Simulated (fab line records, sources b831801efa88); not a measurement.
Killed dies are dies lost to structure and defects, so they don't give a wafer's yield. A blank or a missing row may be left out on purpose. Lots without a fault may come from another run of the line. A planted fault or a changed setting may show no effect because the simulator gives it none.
Which tool did it? | flow gf180mcu | 11 lots, 33 wafers sampled, at 5 steps of a route of 602

WHAT THE GAUGES READ, wafer by wafer
GF_TOP_METAL_RS_MEAS_05: measures by four-point-probe.
lot  | measured     | on            | TOP_METAL_ALCU_RS (ohm/sq)
L564 | day 27 05:05 | film_metro-01 | 0.0328 0.03319 0.03274
L565 | day 27 15:07 | film_metro-04 | 0.0331 0.03317 0.03312
L574 | day 30 11:23 | film_metro-03 | 0.03277 0.03729 0.03312
L575 | day 30 16:40 | film_metro-01 | 0.03666 0.03679 0.03247
L576 | day 31 00:22 | film_metro-03 | 0.03276 0.03239 0.03276
L579 | day 31 23:20 | film_metro-04 | 0.03269 0.03254 0.03259
L582 | day 32 14:19 | film_metro-01 | 0.03267 0.03284 0.03277
L583 | day 32 16:38 | film_metro-01 | 0.03323 0.03326 0.0333
L584 | day 32 23:37 | film_metro-03 | 0.03281 0.03275 0.03297
L585 | day 33 05:16 | film_metro-01 | 0.03316 0.03267 0.03302
L587 | day 33 14:35 | film_metro-01 | 0.03273 0.03289 0.03284

WHICH TOOL RAN EACH LOT (tool, then ch and the chambers of the sampled wafers, then the start)
lot  | GF_V3_CVD_23                  | GF_V4_CMP_04                  | GF_V4_CVD_23                  | GF_TOP_METAL_SPUTTER_02
L564 | cvd_w-02 ch 0,1, day 22 08:25 | cmp-02 ch 2,3, day 23 09:05   | cvd_w-01 ch 0,1, day 24 09:04 | pvd_sputter-01, day 27 04:56
L565 | cvd_w-01 ch 0,1, day 22 18:47 | cmp-01 ch 1,3, day 23 19:29   | cvd_w-02 ch 0,1, day 24 19:49 | pvd_sputter-04, day 27 15:02
L574 | cvd_w-01 ch 0,1, day 26 00:12 | cmp-01 ch 1,2,3, day 26 23:20 | cvd_w-01 ch 0,1, day 27 20:43 | pvd_sputter-01, day 30 11:17
L575 | cvd_w-01 ch 0,1, day 26 08:26 | cmp-02 ch 1,2, day 27 06:23   | cvd_w-02 ch 0,1, day 28 03:25 | pvd_sputter-01, day 30 16:34
L576 | cvd_w-01 ch 0,1, day 26 15:53 | cmp-01 ch 1,3, day 27 13:35   | cvd_w-02 ch 0,1, day 28 11:31 | pvd_sputter-02, day 31 00:16
L579 | cvd_w-02 ch 0,1, day 27 19:26 | cmp-02 ch 1,2,3, day 28 16:47 | cvd_w-01 ch 0,1, day 29 13:31 | pvd_sputter-02, day 31 23:15
L582 | cvd_w-01 ch 0,1, day 28 13:04 | cmp-02 ch 1,2,3, day 29 10:04 | cvd_w-02 ch 0,1, day 30 05:47 | pvd_sputter-02, day 32 14:12
L583 | cvd_w-02 ch 0,1, day 28 15:46 | cmp-02 ch 1,2, day 29 12:53   | cvd_w-01 ch 1, day 30 08:59   | pvd_sputter-04, day 32 16:32
L584 | cvd_w-02 ch 0,1, day 28 22:02 | cmp-01 ch 0,1,2, day 29 19:08 | cvd_w-02 ch 0,1, day 30 14:52 | pvd_sputter-02, day 32 23:28
L585 | cvd_w-01 ch 0,1, day 29 07:14 | cmp-02 ch 0,1,3, day 30 04:04 | cvd_w-02 ch 0,1, day 30 23:22 | pvd_sputter-04, day 33 05:09
L587 | cvd_w-01 ch 0,1, day 29 17:12 | cmp-02 ch 0,2,3, day 30 14:00 | cvd_w-02 ch 0,1, day 31 08:35 | pvd_sputter-04, day 33 14:30
- GF_V3_CVD_23: deposits W, target thk 350 nm, time 104.9 s.
- GF_V4_CMP_04: polishes SiO2.
- GF_V4_CVD_23: deposits W, target thk 350 nm, time 104.9 s.
- GF_TOP_METAL_SPUTTER_02: material AlCu, target thk 900 nm, time 47.82 s.

THE ANSWER, worked out from the rows above alone
Rule: what is usual is taken from the lots themselves. Put in order of their means at a reading, lots are off if they are a third of the lots or fewer, leave a main group of 4 or more, and stand apart from it by a gap of 3 or more times the standard deviation of the main group's means; of several such gaps the widest counts. A main group whose means are all the same, to the digits that the tables above print for the reading, isn't used. A lot without any number at a reading at which 4 lots or more have one is off too. The other lots that the step has rows for count as sound.
Off: L574, L575, at GF_TOP_METAL_RS_MEAS_05 (TOP_METAL_ALCU_RS). The main group: mean 0.03288 ohm/sq, standard deviation 0.0002.
A tool fits if, at a process step before that reading, it ran every lot that is off, and no sound lot after the first of them. The gauges at GF_TOP_METAL_RS_MEAS_05 are tried like those tools. One fits: pvd_sputter-01 at GF_TOP_METAL_SPUTTER_02. Its last sound lot is L564 (day 27 04:56), its first lot that is off L574 (day 30 11:17): a fault that began between those two fits.

WHAT THE SIMULATOR HAD PUT IN
Process parameter drift: pvd_sputter-01, from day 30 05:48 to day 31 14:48, at GF_TOP_METAL_SPUTTER_02. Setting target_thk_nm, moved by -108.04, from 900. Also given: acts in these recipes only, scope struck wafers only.
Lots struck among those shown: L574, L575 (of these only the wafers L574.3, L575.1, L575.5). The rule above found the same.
